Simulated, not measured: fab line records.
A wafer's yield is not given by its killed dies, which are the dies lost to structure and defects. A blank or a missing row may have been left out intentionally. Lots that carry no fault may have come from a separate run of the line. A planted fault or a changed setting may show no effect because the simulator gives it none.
8D (eight disciplines) problem report, filled in by code / flow gf180mcu / the parts of the form that need people (team, actions taken, sign-off) are left out

== 1. THE PROBLEM ==
Mean PSD_TW at GF_PSD_TW_MEAS_11: 3029 over 6 wafers in 2 lots; fault-free wafers: 3163, standard deviation 19. That puts it -7.1 standard deviations away from the usual mean.
First seen on wafer L692.3, day 16 04:28, on film-metro-03. At this step, 30 wafers from 10 lots have a number in the record. By rule, "out" or "out of limits" means more than 4 standard deviations away from the usual mean. The other wafers with a number count as sound.

== 2. WHAT IT IS, WHAT IT ISN'T ==
question=which readings at this step | is=PSD_TW | is not=-
question=which lots | is=L692, L695 | is not=L687, L688, L690, L693, L703, L707, L708, L709
question=which wafers of those lots | is=all that have a number | is not=-
question=read on which gauges | is=film-metro-02, film-metro-03 | is not=-
question=when | is=from day 16 04:28 | is not=up to then (9 sound wafers); but 15 sound wafers of L693, L703, L707, L708, L709 came after

== 3. WHAT RULES OUT EACH SUSPECT ==
Counting: a tool at any process step up to the reading remains a suspect when it ran all the lots that are out and ran no sound lot after the first of those.
- ruled out: the gauge at GF_PSD_TW_MEAS_11. 2 gauges (film-metro-02, film-metro-03) read the wafers that are out.
- plasma-asher-01 at GF_VT_IMPLANT_STRIP_42 (strips in O2/N2): ruled out as a lasting fault. Following L692 (day 9 01:41), the first lot on it that is out, the sound lots L708 were run on it.
- implanter-02 at GF_PSD_IMPLANT_09: ruled out as a lasting fault. Following L692 (day 16 04:15), the first lot on it that is out, the sound lots L707, L709 were run on it.
Left after counting: nothing in the record.

== 4. THE CAUSE (what the simulator had put in) ==
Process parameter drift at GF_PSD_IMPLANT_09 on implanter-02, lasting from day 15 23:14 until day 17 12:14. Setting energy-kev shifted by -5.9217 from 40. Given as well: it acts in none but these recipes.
The count ruled it out by mistake, since the rule takes a fault to strike every lot its tool runs from the start of the fault on, and this one did not do so.

== 5. THE EFFECT CHAIN, in route order ==
Each row: a reading where the mean over the struck wafers with a number is more than 3 standard deviations away from the usual. Only readings whose record carries a usual standard deviation are examined. hours: median over the lots of the time between each lot's start at the first step of this table that gives one and its start at this step. sigmas: the change, counted in usual standard deviations.
hours=0; step=GF_PSD_IMPLANT_09; reading=beam-energy-keV; usual=40.001; on struck wafers=34.091; change=-5.910; sigmas=-99 or more
hours=0; step=GF_PSD_STRIP_10; reading=strip-time-to-endpoint-s; usual=16.52 s; on struck wafers=15.96; change=-0.56; sigmas=-16
hours=0; step=GF_PSD_TW_MEAS_11; reading=PSD_TW; usual=3163; on struck wafers=3029; change=-134; sigmas=-7.1
hours=1; step=GF_PSD_RS_MEAS_15; reading=PSD_RS; usual=108.6 ohm/sq; on struck wafers=117.0; change=+8.4; sigmas=+27
Its process steps:
- GF_PSD_IMPLANT_09
- GF_PSD_STRIP_10: strips in O2/N2.
At these later measuring or inspecting steps, every struck wafer for which the step has a row has a number for every such reading, and none has moved that far: GF_CONTACT_THK_MEAS_03.

== 6. WHAT WOULD HAVE CAUGHT IT SOONER ==
5 hours passed between the start of the fault at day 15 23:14 and the first reading out of limits at a measuring or inspecting step in this record, taken at day 16 04:28.
At GF_PSD_IMPLANT_09, the tool's own readings (beam-energy-keV) were out on each struck wafer the step has a row for, so an alarm limit on them would have fired on the first such wafer.
